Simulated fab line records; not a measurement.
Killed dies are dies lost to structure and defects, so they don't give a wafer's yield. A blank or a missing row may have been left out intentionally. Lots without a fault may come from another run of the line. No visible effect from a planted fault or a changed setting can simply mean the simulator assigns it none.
Chamber matching    flow sfq line    SFQ_TRILAYER_I0_CMP_CMP_028 on cmp-02 has 4 sister chambers
The step polishes SiO2. 4 wafers are shown with their chamber, then 9 later ones without.

## WAFERS PAIRED WITH THEIR CHAMBERS
wafer   chamber  motor current A (A)
L928.5  1        9.8
L939.4  2        9.4
L942.2  3        11.3
L942.6  0        10.1

## WAFERS WITH NO CHAMBER GIVEN
wafer   motor current A (A)
L945.2  9.7
L945.4  11.5
L945.6  9.6
L946.1  9.5
L946.2  9.7
L946.5  9.4
L947.1  9.2
L947.2  9.6
L947.5  9.2

## EACH ONE'S CHAMBER
wafer   from the rows above           in truth
L945.2  can't be placed: 1 or 2 or 0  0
L945.4  3                             3
L945.6  can't be placed: 2 or 1 or 0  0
L946.1  can't be placed: 2 or 1       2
L946.2  can't be placed: 1 or 2 or 0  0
L946.5  2                             2
L947.1  2                             2
L947.2  can't be placed: 2 or 1 or 0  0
L947.5  2                             2
4 of 9 placed correctly. From these rows, 5 cannot be placed; in 5 the true chamber is one of the candidates. 0 placed wrongly.
How it was worked out, from the rows above alone: a wafer's distance from a chamber is the root of the sum, over the readings, of the square of ((its reading less the chamber's mean) divided by the reading's scatter). The wafer belongs to the nearest chamber; if the next one is less than 2 further off, it can't be placed. Each chamber's mean is taken over the wafers shown for it. The scatter: with one shown wafer a chamber, the root of the mean of the squares of how far each hidden wafer lies from its nearest shown one.
